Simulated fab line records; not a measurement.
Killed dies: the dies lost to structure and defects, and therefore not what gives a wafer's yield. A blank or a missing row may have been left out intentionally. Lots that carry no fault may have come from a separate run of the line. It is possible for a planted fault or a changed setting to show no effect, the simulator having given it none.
fab line records -- flow gf180mcu
[record] lots = 24, wafers = 72, last_day = 34
route steps=602 shown V2@403 V3@443 M4@471 V5@558
lots that met no fault: taken from a fault-free run of the same line
start_h: start of the lot's first displayed wafer, in hours after the record's first day -- wait_h: time in hours since the lot's previous step -- " repeats the value in the row above -- L1.1+2: a single row standing in for several wafers -- - no value, or no start given -- * or withheld: withheld -- < > ~ a bound
route shown NAME@n: a module of which the file shows steps, and the number in the route of the first -- usual: mean/standard deviation taken from wafers without a fault -- same: alike in all rows -- chamber/n: place in a boat -- sites: the reading at each site -- _std_site: their standard deviation -- _edge_site: the outer-site mean with the inner-site mean subtracted -- radius_mm: for every site, how far away it sits from the centre of the wafer -- mask NAME#n: copy n -- behind: the tool/chamber that last shaped the wafer -- hold: why the lot went on hold/how many hours it stayed there/how the hold came to an end -- device: which transistor (n, p or np) failed to switch -- end of line: the same wafers' tests at the end of the route -- for a step that has no rows: nothing shown but its recipe -- killed: dies that structure and defects cost at the first sort, which is not the same as the wafer's yield -- map: a wafer's dies, x killed, . not, _ none there
set.NAME: the run value of the setting; set.NAME@STEP: its run value at that earlier step -- model.NAME: the simulator's own value behind a step, which no gauge read
the route's steps for a sample of lots (tables are steps, rows are wafers)
services: from which hour (start_h, from the record's first day; less than 0 if before it) a tool's chamber was out of use, for how many hours, and why
[[steps]]
[step GF_V2_SPUTTER_21]
[recipe] material = Ti, target_thk_nm = 15, chamber_pressure_pa = 5, power_w = 2500, substrate_temp_c = 200, time_s = 80.02
[usual] throttle_valve_pct = 30.1/0.87
lot.wafer,tool,chamber,start_h,wait_h,throttle_valve_pct
L074.1,pvd_sputter-01,-,461.28,0.0,30.5
L074.4,pvd_sputter-01,-,461.28,0.0,32.0
L074.6,pvd_sputter-01,-,461.28,0.0,29.6
L075.1,pvd_sputter-04,-,471.40,0.0,30.1
L075.2,pvd_sputter-04,-,471.40,0.0,29.6
L075.4,pvd_sputter-04,-,471.40,0.0,28.8
L076.1,pvd_sputter-03,-,472.97,0.0,29.9
L076.2,pvd_sputter-03,-,472.97,0.0,30.1
L076.4,pvd_sputter-03,-,472.97,0.0,29.7
L077.4,pvd_sputter-03,-,489.83,0.0,30.1
L077.5,pvd_sputter-03,-,489.83,0.0,29.8
L077.6,pvd_sputter-03,-,489.83,0.0,29.8
L078.1,pvd_sputter-04,-,506.52,0.0,29.3
L078.4,pvd_sputter-04,-,506.52,0.0,29.8
L078.5,pvd_sputter-04,-,506.52,0.0,29.4
L079.1,pvd_sputter-01,-,520.46,0.0,29.6
L079.2,pvd_sputter-01,-,520.46,0.0,32.0
L079.3,pvd_sputter-01,-,520.46,0.0,30.9
L080.1,pvd_sputter-01,-,521.41,0.0,31.8
L080.4,pvd_sputter-01,-,521.41,0.0,31.1
L080.5,pvd_sputter-01,-,521.41,0.0,32.0
L083.1,pvd_sputter-04,-,550.86,0.0,29.8
L083.2,pvd_sputter-04,-,550.86,0.0,29.2
L083.3,pvd_sputter-04,-,550.86,0.0,29.9
L081.1,pvd_sputter-03,-,551.90,0.0,29.9
L081.2,pvd_sputter-03,-,551.90,0.0,30.0
L081.3,pvd_sputter-03,-,551.90,0.0,31.0
L082.2,pvd_sputter-01,-,552.76,0.0,29.6
L082.4,pvd_sputter-01,-,552.76,0.0,32.1
L082.6,pvd_sputter-01,-,552.76,0.0,29.9
L084.1,pvd_sputter-04,-,569.51,0.0,29.3
L084.5,pvd_sputter-04,-,569.51,0.0,29.8
L084.6,pvd_sputter-04,-,569.51,0.0,28.7
L085.1,pvd_sputter-03,-,571.90,0.0,31.1
L085.3,pvd_sputter-03,-,571.90,0.0,30.1
L085.5,pvd_sputter-03,-,571.90,0.0,29.8
L086.3,pvd_sputter-04,-,572.46,0.0,29.0
L086.5,pvd_sputter-04,-,572.46,0.0,29.8
L086.6,pvd_sputter-04,-,572.46,0.0,30.0
L088.1,pvd_sputter-04,-,579.40,0.0,28.9
L088.4,pvd_sputter-04,-,579.40,0.0,28.8
L088.5,pvd_sputter-04,-,579.40,0.0,29.8
L087.2,pvd_sputter-03,-,581.06,0.0,29.9
L087.3,pvd_sputter-03,-,581.06,0.0,30.2
L087.5,pvd_sputter-03,-,581.06,0.0,29.7
L091.4,pvd_sputter-03,-,596.74,0.0,29.9
L091.5,pvd_sputter-03,-,596.74,0.0,29.8
L091.6,pvd_sputter-03,-,596.74,0.0,31.0
L089.1,pvd_sputter-04,-,601.20,0.0,29.6
L089.3,pvd_sputter-04,-,601.20,0.0,29.2
L089.5,pvd_sputter-04,-,601.20,0.0,28.8
L090.3,pvd_sputter-03,-,601.52,0.0,29.8
L090.4,pvd_sputter-03,-,601.52,0.0,31.0
L090.5,pvd_sputter-03,-,601.52,0.0,29.6
L092.4,pvd_sputter-01,-,607.78,0.0,31.3
L092.5,pvd_sputter-01,-,607.78,0.0,30.6
L092.6,pvd_sputter-01,-,607.78,0.0,29.6
L093.2,pvd_sputter-04,-,614.84,0.0,29.1
L093.3,pvd_sputter-04,-,614.84,0.0,30.0
L093.5,pvd_sputter-04,-,614.84,0.0,29.1
L094.1,pvd_sputter-04,-,616.12,0.0,28.9
L094.5,pvd_sputter-04,-,616.12,0.0,29.4
L094.6,pvd_sputter-04,-,616.12,0.0,29.9
L095.4,pvd_sputter-01,-,624.97,0.0,32.2
L095.5,pvd_sputter-01,-,624.97,0.0,31.3
L095.6,pvd_sputter-01,-,624.97,0.0,30.4
L096.1,pvd_sputter-01,-,630.34,0.0,31.8
L096.3,pvd_sputter-01,-,630.34,0.0,30.6
L096.4,pvd_sputter-01,-,630.34,0.0,31.9
L097.2,pvd_sputter-04,-,639.15,0.0,29.3
L097.3,pvd_sputter-04,-,639.15,0.0,29.9
L097.5,pvd_sputter-04,-,639.15,0.0,29.0
[step GF_V3_CD_MEAS_14]
[recipe] target_cd_nm = 260
[usual] cd_nm = 260.0/1.3
lot.wafer,tool,chamber,start_h,wait_h,cd_nm
L074.1,cd_sem-01,-,510.91,0.1,259.8
L074.4,cd_sem-01,-,510.91,0.1,260.1
L074.6,cd_sem-01,-,510.91,0.1,258.9
L075.1,cd_sem-01,-,520.24,0.1,260.5
L075.2,cd_sem-01,-,520.24,0.1,260.9
L075.4,cd_sem-01,-,520.24,0.1,261.1
L076.1,cd_sem-02,-,522.11,0.1,259.3
L076.2,cd_sem-02,-,522.11,0.1,259.4
L076.4,cd_sem-02,-,522.11,0.1,259.3
L077.4,cd_sem-02,-,537.52,0.2,260.1
L077.5,cd_sem-02,-,537.52,0.2,259.6
L077.6,cd_sem-02,-,537.52,0.2,260.2
L078.1,cd_sem-02,-,554.26,0.1,260.0
L078.4,cd_sem-02,-,554.26,0.1,260.1
L078.5,cd_sem-02,-,554.26,0.1,259.0
L079.1,cd_sem-02,-,566.41,0.1,258.4
L079.2,cd_sem-02,-,566.41,0.1,259.2
L079.3,cd_sem-02,-,566.41,0.1,258.1
L080.1,cd_sem-01,-,567.36,0.1,257.2
L080.4,cd_sem-01,-,567.36,0.1,258.0
L080.5,cd_sem-01,-,567.36,0.1,257.8
L083.1,cd_sem-01,-,596.44,0.1,261.0
L083.2,cd_sem-01,-,596.44,0.1,260.7
L083.3,cd_sem-01,-,596.44,0.1,260.8
L081.1,cd_sem-01,-,597.39,0.1,261.6
L081.2,cd_sem-01,-,597.39,0.1,261.2
L081.3,cd_sem-01,-,597.39,0.1,260.9
L082.2,cd_sem-01,-,597.76,0.1,259.3
L082.4,cd_sem-01,-,597.76,0.1,259.1
L082.6,cd_sem-01,-,597.76,0.1,259.6
L084.1,cd_sem-02,-,613.29,0.1,260.7
L084.5,cd_sem-02,-,613.29,0.1,260.6
L084.6,cd_sem-02,-,613.29,0.1,260.3
L085.1,cd_sem-01,-,616.46,0.1,260.7
L085.3,cd_sem-01,-,616.46,0.1,260.5
L085.5,cd_sem-01,-,616.46,0.1,260.7
L086.3,cd_sem-01,-,616.85,0.1,259.6
L086.5,cd_sem-01,-,616.85,0.1,259.4
L086.6,cd_sem-01,-,616.85,0.1,259.3
L088.1,cd_sem-01,-,623.41,0.1,259.7
L088.4,cd_sem-01,-,623.41,0.1,260.3
L088.5,cd_sem-01,-,623.41,0.1,260.3
L087.2,cd_sem-01,-,623.78,0.1,259.0
L087.3,cd_sem-01,-,623.78,0.1,259.3
L087.5,cd_sem-01,-,623.78,0.1,258.5
L091.4,cd_sem-01,-,638.77,0.1,259.2
L091.5,cd_sem-01,-,638.77,0.1,260.1
L091.6,cd_sem-01,-,638.77,0.1,259.8
L089.1,cd_sem-01,-,642.83,0.1,261.3
L089.3,cd_sem-01,-,642.83,0.1,261.6
L089.5,cd_sem-01,-,642.83,0.1,261.5
L090.3,cd_sem-01,-,643.53,0.1,259.0
L090.4,cd_sem-01,-,643.53,0.1,259.7
L090.5,cd_sem-01,-,643.53,0.1,258.8
L092.4,cd_sem-01,-,649.55,0.1,258.1
L092.5,cd_sem-01,-,649.55,0.1,258.4
L092.6,cd_sem-01,-,649.55,0.1,258.3
L093.2,cd_sem-02,-,655.78,0.1,261.5
L093.3,cd_sem-02,-,655.78,0.1,261.7
L093.5,cd_sem-02,-,655.78,0.1,262.2
L094.1,cd_sem-01,-,657.46,0.1,259.8
L094.5,cd_sem-01,-,657.46,0.1,260.2
L094.6,cd_sem-01,-,657.46,0.1,260.1
L095.4,cd_sem-01,-,665.94,0.1,260.0
L095.5,cd_sem-01,-,665.94,0.1,261.4
L095.6,cd_sem-01,-,665.94,0.1,261.5
L096.1,cd_sem-02,-,671.39,0.1,260.4
L096.3,cd_sem-02,-,671.39,0.1,259.0
L096.4,cd_sem-02,-,671.39,0.1,259.5
L097.2,cd_sem-02,-,679.66,0.1,263.5
L097.3,cd_sem-02,-,679.66,0.1,261.9
L097.5,cd_sem-02,-,679.66,0.1,263.3
[step GF_V3_SPUTTER_21]
[recipe] material = Ti, target_thk_nm = 15, chamber_pressure_pa = 5, power_w = 2500, substrate_temp_c = 200, time_s = 80.02
[usual] throttle_valve_pct = 30.2/1.2
lot.wafer,tool,chamber,start_h,wait_h,throttle_valve_pct
L074.1,pvd_sputter-02,-,511.73,0.0,28.4
L074.4,pvd_sputter-02,-,511.73,0.0,27.3
L074.6,pvd_sputter-02,-,511.73,0.0,27.5
L075.1,pvd_sputter-02,-,521.06,0.0,29.9
L075.2,pvd_sputter-02,-,521.06,0.0,30.6
L075.4,pvd_sputter-02,-,521.06,0.0,27.6
L076.1,pvd_sputter-02,-,522.93,0.0,30.6
L076.2,pvd_sputter-02,-,522.93,0.0,30.0
L076.4,pvd_sputter-02,-,522.93,0.0,27.3
L077.4,pvd_sputter-02,-,538.28,0.0,29.8
L077.5,pvd_sputter-02,-,538.28,0.0,27.4
L077.6,pvd_sputter-02,-,538.28,0.0,29.8
L078.1,pvd_sputter-01,-,555.11,0.0,30.0
L078.4,pvd_sputter-01,-,555.11,0.0,30.6
L078.5,pvd_sputter-01,-,555.11,0.0,31.7
L079.1,pvd_sputter-03,-,567.26,0.0,29.8
L079.2,pvd_sputter-03,-,567.26,0.0,31.2
L079.3,pvd_sputter-03,-,567.26,0.0,30.0
L080.1,pvd_sputter-01,-,568.18,0.0,30.7
L080.4,pvd_sputter-01,-,568.18,0.0,31.3
L080.5,pvd_sputter-01,-,568.18,0.0,29.7
L083.1,pvd_sputter-02,-,597.26,0.0,30.4
L083.2,pvd_sputter-02,-,597.26,0.0,28.4
L083.3,pvd_sputter-02,-,597.26,0.0,27.5
L081.1,pvd_sputter-01,-,598.24,0.0,31.9
L081.2,pvd_sputter-01,-,598.24,0.0,31.0
L081.3,pvd_sputter-01,-,598.24,0.0,30.8
L082.2,pvd_sputter-03,-,598.57,0.0,29.8
L082.4,pvd_sputter-03,-,598.57,0.0,29.8
L082.6,pvd_sputter-03,-,598.57,0.0,30.0
L084.1,pvd_sputter-01,-,614.15,0.0,29.7
L084.5,pvd_sputter-01,-,614.15,0.0,31.1
L084.6,pvd_sputter-01,-,614.15,0.0,31.7
L085.1,pvd_sputter-02,-,617.27,0.0,27.6
L085.3,pvd_sputter-02,-,617.27,0.0,30.0
L085.5,pvd_sputter-02,-,617.27,0.0,28.6
L086.3,pvd_sputter-01,-,617.62,0.0,30.7
L086.5,pvd_sputter-01,-,617.62,0.0,30.8
L086.6,pvd_sputter-01,-,617.62,0.0,32.0
L088.1,pvd_sputter-01,-,624.23,0.0,31.2
L088.4,pvd_sputter-01,-,624.23,0.0,32.0
L088.5,pvd_sputter-01,-,624.23,0.0,30.5
L087.2,pvd_sputter-03,-,624.57,0.0,29.8
L087.3,pvd_sputter-03,-,624.57,0.0,29.7
L087.5,pvd_sputter-03,-,624.57,0.0,30.1
L091.4,pvd_sputter-01,-,639.53,0.0,30.5
L091.5,pvd_sputter-01,-,639.53,0.0,31.8
L091.6,pvd_sputter-01,-,639.53,0.0,30.8
L089.1,pvd_sputter-01,-,643.66,0.0,29.5
L089.3,pvd_sputter-01,-,643.66,0.0,32.1
L089.5,pvd_sputter-01,-,643.66,0.0,32.0
L090.3,pvd_sputter-03,-,644.38,0.0,31.0
L090.4,pvd_sputter-03,-,644.38,0.0,30.1
L090.5,pvd_sputter-03,-,644.38,0.0,30.0
L092.4,pvd_sputter-03,-,650.35,0.0,29.6
L092.5,pvd_sputter-03,-,650.35,0.0,31.0
L092.6,pvd_sputter-03,-,650.35,0.0,29.6
L093.2,pvd_sputter-03,-,656.61,0.0,29.7
L093.3,pvd_sputter-03,-,656.61,0.0,30.0
L093.5,pvd_sputter-03,-,656.61,0.0,30.0
L094.1,pvd_sputter-03,-,658.31,0.0,31.4
L094.5,pvd_sputter-03,-,658.31,0.0,29.9
L094.6,pvd_sputter-03,-,658.31,0.0,30.1
L095.4,pvd_sputter-02,-,666.70,0.0,28.6
L095.5,pvd_sputter-02,-,666.70,0.0,28.6
L095.6,pvd_sputter-02,-,666.70,0.0,30.8
L096.1,pvd_sputter-01,-,672.21,0.0,31.9
L096.3,pvd_sputter-01,-,672.21,0.0,31.1
L096.4,pvd_sputter-01,-,672.21,0.0,29.7
L097.2,pvd_sputter-01,-,680.80,0.0,30.5
L097.3,pvd_sputter-01,-,680.80,0.0,29.8
L097.5,pvd_sputter-01,-,680.80,0.0,29.7
[step GF_V3_CVD_23]
[recipe] material = W, target_thk_nm = 350, time_s = 104.9, temp_c = 400, pressure_torr = 40
[usual] heater_power_w = 846/82
lot.wafer,tool,chamber,start_h,wait_h,heater_power_w
L074.1,cvd_w-02,0,511.83,0.0,812
L074.4,cvd_w-02,0,511.83,0.0,807
L074.6,cvd_w-02,0,511.83,0.0,825
L075.1,cvd_w-01,1,521.16,0.0,982
L075.2,cvd_w-01,0,521.16,0.0,786
L075.4,cvd_w-01,1,521.16,0.0,988
L076.1,cvd_w-01,0,523.03,0.0,753
L076.2,cvd_w-01,1,523.03,0.0,965
L076.4,cvd_w-01,1,523.03,0.0,943
L077.4,cvd_w-02,1,538.41,0.1,858
L077.5,cvd_w-02,0,538.41,0.1,825
L077.6,cvd_w-02,1,538.41,0.1,822
L078.1,cvd_w-02,1,555.21,0.0,844
L078.4,cvd_w-02,0,555.21,0.0,804
L078.5,cvd_w-02,0,555.21,0.0,831
L079.1,cvd_w-02,0,567.36,0.0,824
L079.2,cvd_w-02,1,567.36,0.0,844
L079.3,cvd_w-02,1,567.36,0.0,830
L080.1,cvd_w-01,0,568.28,0.0,772
L080.4,cvd_w-01,1,568.28,0.0,969
L080.5,cvd_w-01,1,568.28,0.0,956
L083.1,cvd_w-01,1,597.36,0.0,988
L083.2,cvd_w-01,0,597.36,0.0,742
L083.3,cvd_w-01,1,597.36,0.0,969
L081.1,cvd_w-02,0,598.35,0.0,810
L081.2,cvd_w-02,1,598.35,0.0,835
L081.3,cvd_w-02,1,598.35,0.0,841
L082.2,cvd_w-01,0,598.67,0.0,752
L082.4,cvd_w-01,0,598.67,0.0,749
L082.6,cvd_w-01,1,598.67,0.0,955
L084.1,cvd_w-02,1,614.26,0.0,852
L084.5,cvd_w-02,0,614.26,0.0,807
L084.6,cvd_w-02,1,614.26,0.0,839
L085.1,cvd_w-02,0,617.37,0.0,812
L085.3,cvd_w-02,0,617.37,0.0,799
L085.5,cvd_w-02,1,617.37,0.0,832
L086.3,cvd_w-01,1,617.81,0.1,944
L086.5,cvd_w-01,1,617.81,0.1,955
L086.6,cvd_w-01,1,617.81,0.1,955
L088.1,cvd_w-01,0,624.34,0.0,759
L088.4,cvd_w-01,1,624.34,0.0,955
L088.5,cvd_w-01,1,624.34,0.0,967
L087.2,cvd_w-02,0,624.67,0.0,814
L087.3,cvd_w-02,0,624.67,0.0,828
L087.5,cvd_w-02,1,624.67,0.0,846
L091.4,cvd_w-01,0,639.75,0.1,741
L091.5,cvd_w-01,0,639.75,0.1,743
L091.6,cvd_w-01,0,639.75,0.1,744
L089.1,cvd_w-02,0,643.77,0.0,821
L089.3,cvd_w-02,1,643.77,0.0,859
L089.5,cvd_w-02,0,643.77,0.0,830
L090.3,cvd_w-01,1,644.52,0.1,975
L090.4,cvd_w-01,0,644.52,0.1,782
L090.5,cvd_w-01,0,644.52,0.1,761
L092.4,cvd_w-01,0,650.49,0.1,733
L092.5,cvd_w-01,1,650.49,0.1,959
L092.6,cvd_w-01,0,650.49,0.1,752
L093.2,cvd_w-01,0,656.71,0.0,774
L093.3,cvd_w-01,1,656.71,0.0,969
L093.5,cvd_w-01,1,656.71,0.0,946
L094.1,cvd_w-01,0,658.41,0.0,752
L094.5,cvd_w-01,0,658.41,0.0,736
L094.6,cvd_w-01,1,658.41,0.0,993
L095.4,cvd_w-02,0,666.84,0.1,809
L095.5,cvd_w-02,0,666.84,0.1,804
L095.6,cvd_w-02,1,666.84,0.1,837
L096.1,cvd_w-02,1,672.31,0.0,845
L096.3,cvd_w-02,1,672.31,0.0,826
L096.4,cvd_w-02,0,672.31,0.0,802
L097.2,cvd_w-01,0,680.90,0.0,768
L097.3,cvd_w-01,1,680.90,0.0,982
L097.5,cvd_w-01,1,680.90,0.0,996
[step GF_M4_OVL_MEAS_15]
[usual] M4_OVL = 1/4.6
lot.wafer,tool,chamber,start_h,wait_h,M4_OVL[nm]
L074.1,overlay-02,-,535.86,0.1,-4
L074.4,overlay-02,-,535.86,0.1,6
L074.6,overlay-02,-,535.86,0.1,3
L075.1,overlay-01,-,543.91,0.1,7
L075.2,overlay-01,-,543.91,0.1,1
L075.4,overlay-01,-,543.91,0.1,1
L076.1,overlay-02,-,546.25,0.1,3
L076.2,overlay-02,-,546.25,0.1,-1
L076.4,overlay-02,-,546.25,0.1,0
L077.4,overlay-01,-,561.68,0.1,0
L077.5,overlay-01,-,561.68,0.1,-2
L077.6,overlay-01,-,561.68,0.1,1
L078.1,overlay-01,-,577.56,0.1,0
L078.4,overlay-01,-,577.56,0.1,-6
L078.5,overlay-01,-,577.56,0.1,8
L079.1,overlay-02,-,589.00,0.1,-1
L079.2,overlay-02,-,589.00,0.1,-4
L079.3,overlay-02,-,589.00,0.1,1
L080.1,overlay-02,-,589.88,0.1,-5
L080.4,overlay-02,-,589.88,0.1,4
L080.5,overlay-02,-,589.88,0.1,5
L083.1,overlay-02,-,618.21,0.1,-2
L083.2,overlay-02,-,618.21,0.1,8
L083.3,overlay-02,-,618.21,0.1,6
L081.1,overlay-01,-,619.55,0.1,3
L081.2,overlay-01,-,619.55,0.1,0
L081.3,overlay-01,-,619.55,0.1,1
L082.2,overlay-01,-,619.92,0.1,-1
L082.4,overlay-01,-,619.92,0.1,0
L082.6,overlay-01,-,619.92,0.1,3
L084.1,overlay-02,-,633.53,0.1,2
L084.5,overlay-02,-,633.53,0.1,2
L084.6,overlay-02,-,633.53,0.1,0
L085.1,overlay-01,-,637.75,0.1,-1
L085.3,overlay-01,-,637.75,0.1,-1
L085.5,overlay-01,-,637.75,0.1,-2
L086.3,overlay-02,-,638.32,0.1,6
L086.5,overlay-02,-,638.32,0.1,4
L086.6,overlay-02,-,638.32,0.1,5
L088.1,overlay-02,-,644.56,0.1,-1
L088.4,overlay-02,-,644.56,0.1,3
L088.5,overlay-02,-,644.56,0.1,-1
L087.2,overlay-02,-,645.31,0.1,6
L087.3,overlay-02,-,645.31,0.1,3
L087.5,overlay-02,-,645.31,0.1,3
L091.4,overlay-02,-,660.03,0.1,4
L091.5,overlay-02,-,660.03,0.1,3
L091.6,overlay-02,-,660.03,0.1,-1
L089.1,overlay-01,-,664.21,0.1,3
L089.3,overlay-01,-,664.21,0.1,0
L089.5,overlay-01,-,664.21,0.1,-1
L090.3,overlay-02,-,664.46,0.1,7
L090.4,overlay-02,-,664.46,0.1,9
L090.5,overlay-02,-,664.46,0.1,11
L092.4,overlay-01,-,669.93,0.1,0
L092.5,overlay-01,-,669.93,0.1,4
L092.6,overlay-01,-,669.93,0.1,4
L093.2,overlay-01,-,676.52,0.1,-10
L093.3,overlay-01,-,676.52,0.1,-5
L093.5,overlay-01,-,676.52,0.1,-5
L094.1,overlay-02,-,678.71,0.1,-1
L094.5,overlay-02,-,678.71,0.1,1
L094.6,overlay-02,-,678.71,0.1,1
L095.4,overlay-02,-,686.28,0.1,3
L095.5,overlay-02,-,686.28,0.1,3
L095.6,overlay-02,-,686.28,0.1,5
L096.1,overlay-01,-,691.48,0.1,-7
L096.3,overlay-01,-,691.48,0.1,-12
L096.4,overlay-01,-,691.48,0.1,1
L097.2,overlay-01,-,699.66,0.1,6
L097.3,overlay-01,-,699.66,0.1,2
L097.5,overlay-01,-,699.66,0.1,-1
[step GF_V5_STRIP_18]
[recipe] chemistry = O2/N2, power_w = 1400, pressure_mtorr = 1500, platen_temp_c = 250, o2_flow_sccm = 3000, n2_flow_sccm = 300, overash_fraction = 0.5
[usual] drypump_motor_current_A = 5.82/0.11, heater_power_w = 336/36, oes_product_au = 0.569/0.0054
lot.wafer,tool,chamber,start_h,wait_h,drypump_motor_current_A,heater_power_w,oes_product_au,rf_hours_counter_h
L074.1,plasma_asher-02,0,625.52,-,5.94,390,0.575,100
L074.4,plasma_asher-02,1,625.52,-,5.90,278,0.566,-
L074.6,plasma_asher-02,0,625.52,-,5.99,393,0.565,-
L075.1,plasma_asher-01,0,632.80,-,5.77,356,0.571,53
L075.2,plasma_asher-01,1,632.80,-,5.70,343,0.569,53
L075.4,plasma_asher-01,0,632.80,-,5.76,346,0.561,-
L076.1,plasma_asher-04,0,633.94,-,5.82,337,0.581,22
L076.2,plasma_asher-04,1,633.94,-,5.67,327,0.569,22
L076.4,plasma_asher-04,1,633.94,-,5.64,310,0.569,-
L077.4,plasma_asher-02,1,647.67,-,5.87,287,0.572,-
L077.5,plasma_asher-02,0,647.67,-,5.95,386,0.572,-
L077.6,plasma_asher-02,1,647.67,-,5.90,281,0.570,-
L078.1,plasma_asher-01,0,662.25,-,5.73,352,0.569,56
L078.4,plasma_asher-01,0,662.25,-,5.74,357,0.570,-
L078.5,plasma_asher-01,0,662.25,-,5.75,350,0.568,-
L079.1,plasma_asher-02,1,672.89,-,5.88,283,0.564,104
L079.2,plasma_asher-02,0,672.89,-,6.00,392,0.566,104
L079.3,plasma_asher-02,1,672.89,-,5.89,277,0.576,-
L080.1,plasma_asher-04,0,673.30,-,5.86,333,0.570,26
L080.4,plasma_asher-04,1,673.30,-,5.62,326,0.571,-
L080.5,plasma_asher-04,0,673.30,-,5.86,333,0.564,-
L083.1,plasma_asher-01,1,699.65,-,5.72,338,0.566,61
L083.2,plasma_asher-01,0,699.65,-,5.72,352,0.574,61
L083.3,plasma_asher-01,0,699.65,-,5.74,353,0.566,-
L081.1,plasma_asher-02,1,700.00,-,5.91,285,0.567,107
L081.2,plasma_asher-02,0,700.00,-,6.00,392,0.559,107
L081.3,plasma_asher-02,0,700.00,-,6.00,393,0.564,-
L082.2,plasma_asher-02,1,701.16,-,5.89,283,0.562,107
L082.4,plasma_asher-02,0,701.16,-,5.95,393,0.573,-
L082.6,plasma_asher-02,1,701.16,-,5.89,280,0.562,-
L084.1,plasma_asher-02,0,714.41,-,5.94,387,0.566,109
L084.5,plasma_asher-02,0,714.41,-,5.99,394,0.565,-
L084.6,plasma_asher-02,1,714.41,-,5.89,283,0.568,-
L085.1,plasma_asher-04,0,717.99,-,5.89,337,0.564,29
L085.3,plasma_asher-04,0,717.99,-,5.90,345,0.565,-
L085.5,plasma_asher-04,0,717.99,-,5.88,340,0.576,-
L086.3,plasma_asher-01,0,719.33,-,5.75,351,0.580,-
L086.5,plasma_asher-01,0,719.33,-,5.75,348,0.569,-
L086.6,plasma_asher-01,1,719.33,-,5.71,334,0.563,-
L088.1,plasma_asher-02,0,725.39,-,5.93,388,0.562,110
L088.4,plasma_asher-02,1,725.39,-,5.90,285,0.578,-
L088.5,plasma_asher-02,0,725.39,-,5.96,388,0.564,-
L087.2,plasma_asher-04,1,726.09,-,5.63,322,0.568,30
L087.3,plasma_asher-04,1,726.09,-,5.64,316,0.569,-
L087.5,plasma_asher-04,1,726.09,-,5.63,314,0.567,-
L091.4,plasma_asher-01,0,740.20,-,5.76,364,0.571,-
L091.5,plasma_asher-01,0,740.20,-,5.73,350,0.573,-
L091.6,plasma_asher-01,1,740.20,-,5.76,338,0.564,-
L089.1,plasma_asher-04,0,742.50,-,5.87,343,0.571,32
L089.3,plasma_asher-04,0,742.50,-,5.86,343,0.567,-
L089.5,plasma_asher-04,0,742.50,-,5.87,328,0.565,-
L090.3,plasma_asher-02,0,742.88,-,5.98,398,0.568,-
L090.4,plasma_asher-02,1,742.88,-,5.90,291,0.571,-
L090.5,plasma_asher-02,0,742.88,-,5.98,392,0.578,-
L092.4,plasma_asher-04,0,747.50,-,5.85,334,0.566,-
L092.5,plasma_asher-04,1,747.50,-,5.61,324,0.564,-
L092.6,plasma_asher-04,0,747.50,-,5.87,346,0.564,-
L093.2,plasma_asher-02,1,751.50,-,5.87,278,0.561,1
L093.3,plasma_asher-02,0,751.50,-,5.96,387,0.562,-
L093.5,plasma_asher-02,0,751.50,-,5.96,389,0.573,-
L094.1,plasma_asher-04,0,754.76,-,5.83,333,0.563,33
L094.5,plasma_asher-04,1,754.76,-,5.63,315,0.567,-
L094.6,plasma_asher-04,0,754.76,-,5.84,330,0.576,-
L095.4,plasma_asher-01,1,763.15,-,5.72,348,0.568,-
L095.5,plasma_asher-01,0,763.15,-,5.75,358,0.572,-
L095.6,plasma_asher-01,1,763.15,-,5.70,343,0.574,-
L096.1,plasma_asher-02,0,766.80,-,6.00,389,0.566,2
L096.3,plasma_asher-02,0,766.80,-,5.95,384,0.575,-
L096.4,plasma_asher-02,1,766.80,-,5.88,287,0.560,-
L097.2,plasma_asher-01,1,772.76,-,5.75,336,0.567,69
L097.3,plasma_asher-01,0,772.76,-,5.76,347,0.562,-
L097.5,plasma_asher-01,1,772.76,-,5.80,332,0.563,-
[[services]]
tool,chamber,start_h,hours,kind
cvd_w-02,-,441.44,6.9,pm
cvd_w-01,-,448.34,4.3,pm
cvd_w-01,1,455.81,7.5,repair
plasma_asher-02,-,482.93,9.9,repair
cvd_w-02,1,492.66,34.6,repair
pvd_sputter-03,-,512.25,1.0,repair
pvd_sputter-03,-,519.83,20.9,repair
pvd_sputter-04,-,522.68,4.2,repair
plasma_asher-02,-,543.88,4.3,pm
cvd_w-01,-,574.61,2.8,pm
pvd_sputter-04,-,590.77,3.4,repair
cvd_w-01,-,602.74,1.1,repair
cvd_w-01,0,607.79,10.3,repair
cvd_w-01,1,635.03,8.8,repair
pvd_sputter-03,-,665.66,4.7,repair
pvd_sputter-03,-,671.52,2.2,repair
cvd_w-02,-,678.90,2.8,pm
pvd_sputter-03,-,701.04,1.0,repair
plasma_asher-02,-,733.75,9.0,pm
cvd_w-01,0,734.62,8.6,repair
pvd_sputter-01,-,743.63,3.3,repair
cvd_w-02,0,747.12,10.3,repair
pvd_sputter-04,-,749.45,1.4,repair
pvd_sputter-01,-,762.18,2.0,repair
[[key]]
fault none
